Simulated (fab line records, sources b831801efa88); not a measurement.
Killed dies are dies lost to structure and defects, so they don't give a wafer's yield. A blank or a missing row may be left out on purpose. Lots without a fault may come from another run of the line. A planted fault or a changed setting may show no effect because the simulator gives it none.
A sampling plan put to the test | flow sfq_line | one fab line, 23 faults that these records tell of, each judged on the records of the lots that it struck
The plan is the line's own looks: the steps of the route at which a gauge or an inspection reads the wafer and doesn't change it. A look can be judged if struck wafers have a number there and the file gives its usual mean and standard deviation on fault-free wafers. Caught: at a look after the fault's first step, the mean of the struck wafers lies 4 or more of those standard deviations (sigma) from the usual mean. On the tool: the same test on the tool's own readings at the fault's steps. Another recipe on the struck wafers, or a record that is blank for them alone, also counts as caught.

THE FAULTS, as the simulator had put them in
1. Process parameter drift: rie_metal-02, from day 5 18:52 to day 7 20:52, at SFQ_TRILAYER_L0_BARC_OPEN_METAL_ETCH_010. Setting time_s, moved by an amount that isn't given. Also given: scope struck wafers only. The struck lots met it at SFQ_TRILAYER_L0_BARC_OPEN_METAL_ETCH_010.
2. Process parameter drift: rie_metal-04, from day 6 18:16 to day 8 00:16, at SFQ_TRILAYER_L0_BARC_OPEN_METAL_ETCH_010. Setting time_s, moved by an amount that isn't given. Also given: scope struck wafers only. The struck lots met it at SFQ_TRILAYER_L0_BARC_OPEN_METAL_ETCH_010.
3. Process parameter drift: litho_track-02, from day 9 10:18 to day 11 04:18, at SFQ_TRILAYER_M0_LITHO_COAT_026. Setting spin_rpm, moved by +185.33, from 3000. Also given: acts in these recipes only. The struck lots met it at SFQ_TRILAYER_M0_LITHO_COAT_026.
4. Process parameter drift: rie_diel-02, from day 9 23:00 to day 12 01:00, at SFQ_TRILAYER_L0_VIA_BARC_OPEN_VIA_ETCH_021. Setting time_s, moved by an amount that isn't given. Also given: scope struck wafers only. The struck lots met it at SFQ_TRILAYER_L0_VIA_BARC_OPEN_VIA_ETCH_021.
5. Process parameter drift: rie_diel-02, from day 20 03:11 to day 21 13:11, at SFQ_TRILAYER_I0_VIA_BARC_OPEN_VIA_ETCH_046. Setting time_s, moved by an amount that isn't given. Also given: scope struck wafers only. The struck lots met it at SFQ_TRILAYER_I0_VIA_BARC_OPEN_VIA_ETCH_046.
6. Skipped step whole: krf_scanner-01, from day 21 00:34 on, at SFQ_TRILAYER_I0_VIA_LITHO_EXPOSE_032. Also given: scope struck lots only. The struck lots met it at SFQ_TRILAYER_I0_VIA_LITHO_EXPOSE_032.
7. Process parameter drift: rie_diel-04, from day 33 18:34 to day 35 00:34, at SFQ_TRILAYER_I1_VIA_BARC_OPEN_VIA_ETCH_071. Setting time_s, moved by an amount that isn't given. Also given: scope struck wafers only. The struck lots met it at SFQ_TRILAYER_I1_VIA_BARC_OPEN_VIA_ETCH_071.
8. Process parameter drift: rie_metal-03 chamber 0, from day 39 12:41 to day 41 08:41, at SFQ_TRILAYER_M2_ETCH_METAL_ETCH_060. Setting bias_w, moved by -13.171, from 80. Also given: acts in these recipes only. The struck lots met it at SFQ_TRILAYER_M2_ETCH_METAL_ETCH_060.
9. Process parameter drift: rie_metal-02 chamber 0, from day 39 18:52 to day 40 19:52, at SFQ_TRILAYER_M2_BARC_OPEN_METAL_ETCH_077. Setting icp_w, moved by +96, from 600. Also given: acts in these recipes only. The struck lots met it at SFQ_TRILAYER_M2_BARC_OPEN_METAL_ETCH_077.
10. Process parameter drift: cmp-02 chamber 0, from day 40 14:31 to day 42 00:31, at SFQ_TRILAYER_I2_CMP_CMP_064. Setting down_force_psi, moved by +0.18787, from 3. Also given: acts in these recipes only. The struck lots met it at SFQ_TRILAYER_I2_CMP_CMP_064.
11. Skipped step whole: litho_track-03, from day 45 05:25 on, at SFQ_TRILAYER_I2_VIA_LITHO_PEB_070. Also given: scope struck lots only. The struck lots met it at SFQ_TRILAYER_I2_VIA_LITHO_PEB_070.
12. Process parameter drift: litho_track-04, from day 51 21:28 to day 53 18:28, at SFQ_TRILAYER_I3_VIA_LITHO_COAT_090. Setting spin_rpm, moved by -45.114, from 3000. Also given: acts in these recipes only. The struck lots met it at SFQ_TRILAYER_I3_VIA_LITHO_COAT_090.
13. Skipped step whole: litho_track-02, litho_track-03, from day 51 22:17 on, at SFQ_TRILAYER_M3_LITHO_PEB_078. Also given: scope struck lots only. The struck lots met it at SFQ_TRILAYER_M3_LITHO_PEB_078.
14. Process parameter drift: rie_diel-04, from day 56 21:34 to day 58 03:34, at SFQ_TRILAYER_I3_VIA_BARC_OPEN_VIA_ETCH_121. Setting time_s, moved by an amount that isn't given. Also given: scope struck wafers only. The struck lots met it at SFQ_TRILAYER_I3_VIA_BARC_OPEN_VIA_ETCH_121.
15. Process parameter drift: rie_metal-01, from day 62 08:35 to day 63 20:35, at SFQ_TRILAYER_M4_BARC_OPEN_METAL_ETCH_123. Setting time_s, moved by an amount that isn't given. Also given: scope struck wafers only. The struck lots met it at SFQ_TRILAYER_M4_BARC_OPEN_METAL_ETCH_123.
16. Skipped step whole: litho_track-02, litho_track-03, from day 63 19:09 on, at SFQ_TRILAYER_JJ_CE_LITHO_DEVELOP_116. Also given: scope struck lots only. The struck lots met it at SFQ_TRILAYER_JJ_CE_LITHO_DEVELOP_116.
17. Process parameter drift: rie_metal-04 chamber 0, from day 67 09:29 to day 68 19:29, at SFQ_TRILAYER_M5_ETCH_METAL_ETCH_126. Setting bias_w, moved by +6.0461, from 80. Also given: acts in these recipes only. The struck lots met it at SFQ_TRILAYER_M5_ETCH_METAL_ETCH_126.
18. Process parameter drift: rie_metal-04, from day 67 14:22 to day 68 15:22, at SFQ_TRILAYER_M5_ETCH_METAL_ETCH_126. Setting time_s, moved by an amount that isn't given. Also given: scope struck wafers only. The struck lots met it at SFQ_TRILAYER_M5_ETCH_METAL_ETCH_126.
19. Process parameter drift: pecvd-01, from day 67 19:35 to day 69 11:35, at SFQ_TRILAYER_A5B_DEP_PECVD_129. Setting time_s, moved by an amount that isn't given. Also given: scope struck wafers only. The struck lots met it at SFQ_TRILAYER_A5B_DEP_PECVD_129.
20. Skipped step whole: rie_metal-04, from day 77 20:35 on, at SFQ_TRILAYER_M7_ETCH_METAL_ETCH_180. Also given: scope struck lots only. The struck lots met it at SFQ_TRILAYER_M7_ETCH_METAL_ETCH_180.
21. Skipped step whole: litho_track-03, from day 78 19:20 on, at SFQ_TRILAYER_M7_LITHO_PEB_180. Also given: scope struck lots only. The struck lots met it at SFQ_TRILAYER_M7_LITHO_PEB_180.
22. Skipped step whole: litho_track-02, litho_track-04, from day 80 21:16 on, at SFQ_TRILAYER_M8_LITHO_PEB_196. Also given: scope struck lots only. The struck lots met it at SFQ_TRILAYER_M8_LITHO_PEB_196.
23. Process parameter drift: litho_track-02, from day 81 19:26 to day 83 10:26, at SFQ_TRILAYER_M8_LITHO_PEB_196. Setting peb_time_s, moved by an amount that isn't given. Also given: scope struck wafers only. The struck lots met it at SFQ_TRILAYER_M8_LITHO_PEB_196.

WHAT THE PLAN SAW
fault | on the tool itself                               | first look that catches it                      | reading, sigma                                    | median hours from its first step to that look | hours from the fault's start to the first struck lot there | judged looks passed uncaught
1     | oes_product_au +16 sigma                         | no look after it can be judged                  | -                                                 | -                                             | -                                                          | 0
2     | oes_product_au +19 sigma                         | not the one look that can be judged after it    | -                                                 | -                                             | -                                                          | 1
3     | spin_speed_rpm +99 or beyond sigma               | none of the 2 looks that can be judged after it | -                                                 | -                                             | -                                                          | 2
4     | run_length_s +9.6 sigma                          | no look after it can be judged                  | -                                                 | -                                             | -                                                          | 0
5     | oes_product_au +21 sigma                         | no look after it can be judged                  | -                                                 | -                                             | -                                                          | 0
6     | no reading that can be judged                    | not the one look that can be judged after it    | -                                                 | -                                             | -                                                          | 1
7     | run_length_s +24 sigma                           | no look after it can be judged                  | -                                                 | -                                             | -                                                          | 0
8     | bias_w -59 sigma                                 | no look after it can be judged                  | -                                                 | -                                             | -                                                          | 0
9     | rf_fwd_power_W +40 sigma                         | not the one look that can be judged after it    | -                                                 | -                                             | -                                                          | 1
10    | head_pressure_psi +31 sigma                      | not the one look that can be judged after it    | -                                                 | -                                             | -                                                          | 1
11    | the tool's record is blank for the struck wafers | no look after it can be judged                  | -                                                 | -                                             | -                                                          | 0
12    | spin_speed_rpm -22 sigma                         | not the one look that can be judged after it    | -                                                 | -                                             | -                                                          | 1
13    | the tool's record is blank for the struck wafers | no look after it can be judged                  | -                                                 | -                                             | -                                                          | 0
14    | run_length_s +5.5 sigma                          | no look after it can be judged                  | -                                                 | -                                             | -                                                          | 0
15    | run_length_s +5.1 sigma                          | no look after it can be judged                  | -                                                 | -                                             | -                                                          | 0
16    | the tool's record is blank for the struck wafers | no look after it can be judged                  | -                                                 | -                                             | -                                                          | 0
17    | bias_w +26 sigma                                 | no look after it can be judged                  | -                                                 | -                                             | -                                                          | 0
18    | run_length_s -99 or beyond sigma                 | no look after it can be judged                  | -                                                 | -                                             | -                                                          | 0
19    | run_length_s +50 sigma                           | not the one look that can be judged after it    | -                                                 | -                                             | -                                                          | 1
20    | the tool's record is blank for the struck wafers | no look after it can be judged                  | -                                                 | -                                             | -                                                          | 0
21    | the tool's record is blank for the struck wafers | no look after it can be judged                  | -                                                 | -                                             | -                                                          | 0
22    | the tool's record is blank for the struck wafers | no look after it can be judged                  | -                                                 | -                                             | -                                                          | 0
23    | heater_power_total_W +13 sigma                   | not the one look that can be judged after it    | strongest: M8_AU_THK at SFQ_M8_THK_MEAS_950, +2.5 | -                                             | -                                                          | 1
A dash: the fault isn't caught, or these records don't give the number.

Caught at a look: 0 of 23. Caught on the tool: 22 of 23. By one or the other: 22 of 23.
Caught on the tool alone: faults 1, 2, 3, 4, 5, 7, 8, 9, 10, 11, 12, 13, 14, 15, 16, 17, 18, 19, 20, 21, 22, 23.
Caught by neither: fault 6.
